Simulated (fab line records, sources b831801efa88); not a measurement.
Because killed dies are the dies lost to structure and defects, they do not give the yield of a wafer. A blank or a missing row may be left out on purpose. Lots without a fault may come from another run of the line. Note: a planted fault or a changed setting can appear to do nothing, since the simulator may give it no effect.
The tool behind it: which one?    flow sky130    21 wafers from 7 lots sampled at 2 of the route's 708 steps

WHAT THE GAUGES READ, wafer by wafer
SKY_METAL1_THK_MEAS_06: measures by xrf.
lot   measured      on             METAL1_ALCU_THK (nm)
L218  day 33 08:35  film-metro-04  249.8 253.0 251.4
L220  day 34 09:55  film-metro-01  252.6 254.7 251.7
L222  day 34 19:52  film-metro-01  252.8 249.2 250.8
L224  day 35 13:37  film-metro-04  251.2 254.6 251.9
L226  day 35 21:43  film-metro-03  253.4 258.6 257.3
L230  day 36 19:58  film-metro-01  286.0 287.3 287.4
L234  day 38 01:23  film-metro-01  251.7 251.0 252.3

EACH LOT AND THE TOOL THAT RAN IT (in order: tool; ch and the chambers of the sampled wafers; start)
lot   SKY_METAL1_SPUTTER_04
L218  pvd-sputter-01, day 33 08:23
L220  pvd-sputter-04, day 34 09:45
L222  pvd-sputter-04, day 34 19:43
L224  pvd-sputter-01, day 35 13:27
L226  pvd-sputter-02, day 35 21:32
L230  pvd-sputter-04, day 36 19:47
L234  pvd-sputter-04, day 38 01:14
- SKY_METAL1_SPUTTER_04: material TiN, target thk 70 nm, time 58.3 s.

THE ANSWER, worked out from the rows above alone
Rule: the lots themselves supply what counts as usual. Put in order of their means at a reading, lots are off if they are a third of the lots or fewer, leave a main group of 4 or more, and stand apart from it by a gap of 3 or more times the standard deviation of the main group's means; of several such gaps the widest counts. Not used: any main group whose means are identical at the precision the tables above print for the reading. Also off: a lot with no number at a reading for which 4 or more lots have one. Any other lot the step has rows for is counted as sound.
Off: L230, at SKY_METAL1_THK_MEAS_06 (METAL1_ALCU_THK). Mean 252.7 nm and standard deviation 1.8 in the main group.
A tool fits if, at a process step before that reading, it ran every lot that is off, and no sound lot after the first of them. Those tools and the gauges at SKY_METAL1_THK_MEAS_06 are tried in the same way. None of those tried fits.

WHAT HAD BEEN PUT IN BY THE SIMULATOR
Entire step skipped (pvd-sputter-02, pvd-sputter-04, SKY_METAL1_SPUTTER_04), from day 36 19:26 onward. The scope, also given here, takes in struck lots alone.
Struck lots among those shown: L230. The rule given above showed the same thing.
